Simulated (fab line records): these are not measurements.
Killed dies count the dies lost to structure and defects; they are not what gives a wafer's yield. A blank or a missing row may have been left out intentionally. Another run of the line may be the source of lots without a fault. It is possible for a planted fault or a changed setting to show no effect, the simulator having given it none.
Problem report, 8D (eight disciplines) form, completed by code -- flow gf180mcu -- the parts of the form that need people (team, actions taken, sign-off) are left out

## 1. WHAT WENT WRONG
Mean M2_ALCU_RS at GF_M2_RS_MEAS_05: 0.0746 ohm/sq over 6 wafers in 2 lots; fault-free wafers: 0.0693 ohm/sq, standard deviation 0.00076. That is +6.9 standard deviations from the usual mean.
The step: measures by four-point-probe.
The first sign was on wafer L173.1 at day 22 05:27, on filmMetro-02. The record holds 33 wafers of 11 lots with a number at this step. The rule behind "out" and "out of limits": a value lying over 4 standard deviations away from the usual mean. The other wafers with a number count as sound.

## 2. WHAT THIS IS AND IS NOT
question,is,is not
which readings at this step,M2_ALCU_RS,-
which lots,"L173, L174","L164, L166, L177, L179, L181, L182, L183, L184, L185"
which wafers of those lots,all that have a number,-
read on which gauges,filmMetro-02,"filmMetro-03, filmMetro-04"
when,from day 22 05:27,"up to then (6 sound wafers); but 21 sound wafers of L177, L179, L181, L182, L183, L184, L185 came after"

## 3. WHAT RULES OUT EACH SUSPECT
Counting: a tool at any process step up to the reading remains a suspect when it ran all the lots that are out and ran no sound lot after the first of those.
- the gauge at GF_M2_RS_MEAS_05: kept. All the wafers that are out were read on filmMetro-02, and no step on other tools shows them out.
- cmp-02 at GF_V1_CMP_04 (polishes SiO2): ruled out as a lasting fault. Following L173 (day 21 03:46), the first lot on it that is out, the sound lots L179, L182, L184, L185 were run on it.
- pvdSputter-04 at GF_M2_SPUTTER_02 (material AlCu, target thk 450 nm, time 23.9 s): ruled out as a lasting fault. Following L173 (day 22 05:22), the first lot on it that is out, the sound lots L181 were run on it.
The count leaves filmMetro-02 at GF_M2_RS_MEAS_05.

## 4. THE CAUSE (what the simulator had put in)
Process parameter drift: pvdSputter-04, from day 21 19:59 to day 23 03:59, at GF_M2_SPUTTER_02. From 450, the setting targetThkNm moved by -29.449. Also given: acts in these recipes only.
It was ruled out by counting, in error; the rule expects a fault to strike all lots run on its tool from its start on, and this fault did not.

## 5. SEQUENCE OF EFFECTS, ordered by route
Each row: a reading whose mean over the struck wafers that have a number lies more than 3 standard deviations from the usual. Readings are gone through only where the record gives a usual standard deviation; hours: the median, over the lots, of the time from a lot's start at the first step in this table giving one to that lot's start at this step; sigmas: the change measured in usual standard deviations.
hours,step,reading,usual,on struck wafers,change,sigmas
0,GF_M2_RS_MEAS_05,M2_ALCU_RS,0.0693 ohm/sq,0.0746,+0.0053,+6.9
0,GF_M2_THK_MEAS_06,M2_ALCU_THK,448 nm,416,-32,-6.0
23,GF_M2_METAL_ETCH_16,oesProductAu,0.974 a.u.,0.942,-0.032,-4.8
23,GF_M2_METAL_ETCH_16,throttleValvePct,28.246 %,28.277,+0.031,+3.2
It contains these process steps:
- GF_M2_METAL_ETCH_16: etches the open film in Cl2/BCl3, stops on SiO2, target depth 627.5 nm, time 104.6 s.
Later measuring or inspecting steps at which every struck wafer that the step has a row for has a number for every such reading, and none has moved that far: GF_M2_OVL_MEAS_15.

## 6. HOW IT WOULD HAVE BEEN CAUGHT EARLIER
Counted from the fault's start at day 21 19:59, it took 9 hours until the first out-of-limits reading at a measuring or inspecting step in this record, taken at day 22 05:27.
An alarm limit of 4 standard deviations would not have fired on the tool readings at GF_M2_SPUTTER_02 for which the record gives a usual standard deviation, since none of them was out on any struck wafer.
